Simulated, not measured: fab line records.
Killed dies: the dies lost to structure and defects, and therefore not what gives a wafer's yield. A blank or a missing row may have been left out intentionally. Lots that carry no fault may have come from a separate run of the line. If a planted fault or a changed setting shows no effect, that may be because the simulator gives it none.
Struck lot and sound lot, side by side -- flow sky130 -- 37 out of 708 route steps
Sound: these wafers, L283.1, L283.2, L283.5. Wafers L272.1, L272.3, L272.5 were the ones struck. Last of all comes the cause.
Order at every step that has rows: each side's tool, ch and its chambers, its first start. Under that, the readings that differ: sound wafers -- struck wafers -- difference of the means -- sigmas: that difference in standard deviations of wafers without a fault.
alike: words and numbers the same on both sides, and readings whose means are apart by under 2 such deviations; not compared: readings that were withheld, readings missing a value for some wafer, numbers with overlapping values and no deviation given by the record, and bounds like >300 which may hide the same value.
Wherever a step has rows on one side only, a row that says differs or no value, or a row with sigmas, the two part there. When numbers do not overlap yet have no deviation, they are printed without sigmas and do not part them. A reading missing from all wafers of one side parts the sides only when that side holds two or more wafers.

first, 10 steps without rows for these wafers: SKY_LDD_LDN_SOFTBAKE_03 (time 60 s); SKY_LDD_LDN_EXPOSE_04 (exposes mask LDNTM, target cd 700 nm); SKY_LDD_LDN_PEB_05; SKY_LDD_LDN_DEVELOP_06 (develop time 60 s); SKY_LDD_LDN_IMPLANT_08; SKY_LDD_LDN_IMPLANT_09; SKY_LDD_LDN_IMPLANT_10; SKY_LDD_LDN_IMPLANT_11; SKY_LDD_LDN_STRIP_12 (strips in O2/N2); SKY_LDD_LDN_CLEAN_14 (cleans in SC1/SC2, time 150 s).
SKY_SPACER_CVD_00: deposits Si3N4 from DCS/NH3, target thk 43.1 nm, time 740 s.
  sound on lpcvd-02 ch 1, day 30 01:11; struck on lpcvd-02 ch 0, day 26 01:46
reading,sound,struck,difference,sigmas
pressure_mtorr (mTorr),250.3 249.8 250.2,124.5 123.0 123.9,-126.3,-99 or more
zone_power_upper_pct (%),9 9 9,16 16 16,+7,+2
model.Si3N4_of_SPACER_CVD_00.thk_nm (nm),42.97 43.31 43.03,35.43 35.36 35.26,-7.75,
  alike: spike_tc_lower_C
SKY_SPACER_THK_MEAS_01:
  sound: film_metro-02 at day 30 02:23; struck: film_metro-03 at day 26 03:12
reading,sound,struck,difference,sigmas
SPACER_CVD_00_THK (nm),42.9 43.3 43.0,35.4 35.3 35.3,-7.7,-18
  not compared: hold
SKY_SPACER_ETCHBACK_02: etches Si3N4 in CH3F/O2, stops on SiO2, time 46.7 s, target depth 45 nm.
  sound on rie_diel-02 ch 0,3, day 30 02:27; struck on rie_diel-02 ch 0,1, day 26 06:06
reading,sound,struck,difference,sigmas
hold,- - -,await_dispo/2.8h/release await_dispo/2.8h/release await_dispo/2.8h/release,no value on the sound wafers,
oes_product_au (a.u.),0.876 0.852 0.846,0.767 0.765 0.772,-0.090,-13
model.etch.depth_nm (nm),42.97 43.31 43.03,35.43 35.36 35.26,-7.75,
  alike: drypump_motor_current_A, throttle_valve_pct
  not compared: rf_hours_counter_h
then, 22 steps without rows for these wafers: SKY_POLY_CUT_DEHYDRATE_00 (time 60 s); SKY_POLY_CUT_HMDS_01 (prime time 60 s); SKY_POLY_CUT_COAT_02 (resist thk 60 nm); SKY_POLY_CUT_COAT_03 (resist thk 450 nm); SKY_POLY_CUT_SOFTBAKE_04 (time 90 s); SKY_POLY_CUT_EXPOSE_05 (exposes mask NPCM, target cd 270 nm); SKY_POLY_CUT_PEB_06; SKY_POLY_CUT_DEVELOP_07 (develop time 60 s); SKY_POLY_CUT_ETCH_10 (etches BARC in N2/H2, stops on SiO2, time 45.9 s, target depth 60 nm); SKY_POLY_CUT_ETCH_11 (etches Si3N4 in CF4/CH2F2/Ar, stops on poly-Si, time 42.5 s, target depth 60 nm); SKY_POLY_CUT_STRIP_12 (strips in O2/N2); SKY_SD_P_DEHYDRATE_00 (time 60 s); SKY_SD_P_HMDS_01 (prime time 60 s); SKY_SD_P_COAT_02 (resist thk 1140 nm); SKY_SD_P_SOFTBAKE_03 (time 60 s); SKY_SD_P_EXPOSE_04 (exposes mask PSDM, target cd 380 nm); SKY_SD_P_PEB_05; SKY_SD_P_DEVELOP_06 (develop time 60 s); SKY_SD_P_IMPLANT_09; SKY_SD_P_STRIP_10 (strips in O2/N2); SKY_RES_XHIGH_DEHYDRATE_00 (time 60 s); SKY_RES_XHIGH_HMDS_01 (prime time 60 s).
-- the record jumps here: 5 days lie between the struck wafers' starts before and after (it left off in module RES_XHIGH and takes up again in module SALICIDE, whose first step shown is number 361 of the route) --
SKY_SALICIDE_CLEAN_00: cleans in HF-last, time 30 s.
  sound on wet_bench-01 ch 0, day 34 16:52; struck on wet_bench-03 ch 3, day 30 22:49
reading,sound,struck,difference,sigmas
model.Si3N4_of_SPACER_CVD_00.thk_nm (nm),42.01 42.35 42.07,34.45 34.38 34.28,-7.77,
-- the record jumps here: 17 days lie between the struck wafers' starts before and after (it left off in module SALICIDE and takes up again in module PAD_OPEN, whose first step shown is number 708 of the route) --
SKY_PAD_OPEN_PROBE_99:
  sound: prober-01 at day 50 15:07; struck: prober-02 at day 48 02:35
reading,sound,struck,difference,sigmas
model.etest.pfet_01v8.r_on_ohm_um,2922 2914 2932,2557 2625 2584,-334,
model.etest.nfet_g5v0d10v5.r_on_ohm_um,1892 1895 1899,1832 1858 1822,-58,
model.etest.sonos_uncharged.r_on_ohm_um,809.8 813.3 816.1,744 771.1 755.3,-56,
model.etest.pfet_01v8.drive_ua_um,193.3 191.2 190.7,222.9 215.4 218.6,+27.2,
model.etest.nfet_01v8_lvt.drive_ua_um,580.7 581 577.2,591.4 598.7 590.1,+13.8,
model.etest.sram_pfet_latch.drive_ua_um,145.2 142.8 139.8,172.1 163.8 163.8,+24.0,
model.etest.pfet_01v8_hvt.drive_ua_um,142.7 142.2 141.6,166.7 161.2 165.4,+22.3,
model.etest.pfet_01v8_mvt.drive_ua_um,153.1 150.4 150,168.4 164.6 166.7,+15.4,
  alike: killed_at_M0_to_M3, killed_at_M4_up, killed_at_contacts, killed_at_front_end, killed_at_other, killed_dies, killed_open, killed_short

WHERE THEY PART
First at SKY_SPACER_CVD_00; last, within this record, at SKY_SPACER_ETCHBACK_02. Later steps at which nothing parts them and some readings are alike: SKY_PAD_OPEN_PROBE_99.

WHY: what had been put in by the simulator
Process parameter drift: lpcvd-02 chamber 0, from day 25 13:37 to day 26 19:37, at SKY_SPACER_CVD_00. From 250, the setting pressure_mtorr moved by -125. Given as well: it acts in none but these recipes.
